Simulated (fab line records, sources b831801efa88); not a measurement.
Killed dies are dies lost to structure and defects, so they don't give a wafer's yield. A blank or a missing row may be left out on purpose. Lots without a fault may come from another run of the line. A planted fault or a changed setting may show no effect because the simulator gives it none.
Problem report in the 8D (eight disciplines) form, filled by code | flow gf180mcu | the parts of the form that need people (team, actions taken, sign-off) are left out

1. THE PROBLEM
V1_W_RS at GF_V1_RS_MEAS_24 reads a mean of 0.242 ohm/sq on 1 wafer of 1 lot; wafers without a fault read 0.324 ohm/sq with a standard deviation of 0.0058. That is -14 standard deviations from the usual mean.
The step: measures by four-point-probe.
First seen on wafer L737.5, day 25 10:41, on film_metro-03. The record holds 33 wafers of 11 lots with a number at this step. Rule for "out", or "out of limits": more than 4 standard deviations from the usual mean. The other wafers with a number count as sound.

2. WHAT IT IS AND WHAT IT IS NOT
question                    | is                | is not
which readings at this step | V1_W_RS           | -
which lots                  | L737              | L715, L716, L717, L720, L721, L722, L724, L728, L729, L731
which wafers of those lots  | L737.5            | L737.1, L737.3
read on which gauges        | film_metro-03     | film_metro-01, film_metro-02
when                        | from day 25 10:41 | up to then (32 sound wafers)

3. SUSPECTS, AND WHAT RULES EACH OUT
Counting: a tool at a process step up to the reading stays a suspect if it ran every lot that is out. Sound lots after the first of them don't rule it out here, since some wafers of a struck lot are sound.
- the gauge at GF_V1_RS_MEAS_24: ruled out. All the wafers that are out were read on film_metro-03, but those of them that GF_V1_CMP_26 has rows for are out there too, on other tools.
- pvd_sputter-04 at GF_M1_SPUTTER_01 (material TiN, target thk 30 nm, time 25 s): kept. It ran the lot that is out, L737 (day 23 13:10); its last sound lot up to then is L731 (day 21 22:09).
- rie_diel-02 at GF_V1_ETCH_16 (etches BARC in N2/H2): kept. It ran the lot that is out, L737 (day 25 09:47); its last sound lot up to then is L731 (day 23 21:19).
- cvd_w-01 at GF_V1_CVD_23 (deposits W, target thk 350 nm, time 105.05 s): kept. It ran the lot that is out, L737 (day 25 10:35); its last sound lot up to then is L731 (day 23 22:05).
Left after counting: pvd_sputter-04 at GF_M1_SPUTTER_01, rie_diel-02 at GF_V1_ETCH_16, cvd_w-01 at GF_V1_CVD_23.

4. THE CAUSE (what the simulator had put in)
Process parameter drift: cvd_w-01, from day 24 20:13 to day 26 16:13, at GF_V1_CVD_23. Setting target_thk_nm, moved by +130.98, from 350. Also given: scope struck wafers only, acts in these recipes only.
Counting left 3 suspects, and this tool is among them.

5. THE CHAIN OF EFFECTS, in route order
Each row: a reading whose mean over the struck wafers that have a number lies more than 3 standard deviations from the usual. Only readings for which the record gives a usual standard deviation are gone through. hours: the time from each lot's start at the first step in this table that gives one to its start at this step, as a median over the lots. sigmas: the change in usual standard deviations.
hours | step              | reading            | usual        | on struck wafers | change | sigmas
0     | GF_V1_RS_MEAS_24  | V1_W_RS            | 0.324 ohm/sq | 0.242            | -0.082 | -14
3     | GF_V1_THK_MEAS_25 | V1_W_THK           | 347 nm       | 476              | +129   | +13
6     | GF_V1_CMP_26      | time_to_endpoint_s | 86 s         | 113              | +27    | +6.6
The process steps in it:
- GF_V1_CMP_26: polishes, stops on SiO2, t overpolish 15 s, target thk 0 nm.

6. WHAT WOULD HAVE CAUGHT IT SOONER
In this record the first reading out of limits at a measuring or inspecting step was taken at day 25 10:41, 14 hours after the fault began at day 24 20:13.
Of the tool readings at GF_V1_CVD_23 for which the record gives a usual standard deviation, none was out on any struck wafer, so an alarm limit of 4 standard deviations on them would not have fired.
All the lots that are out (1) had begun GF_V1_CVD_23 on cvd_w-01 by day 25 10:41. A hold on the tool at that time would have spared none of them.
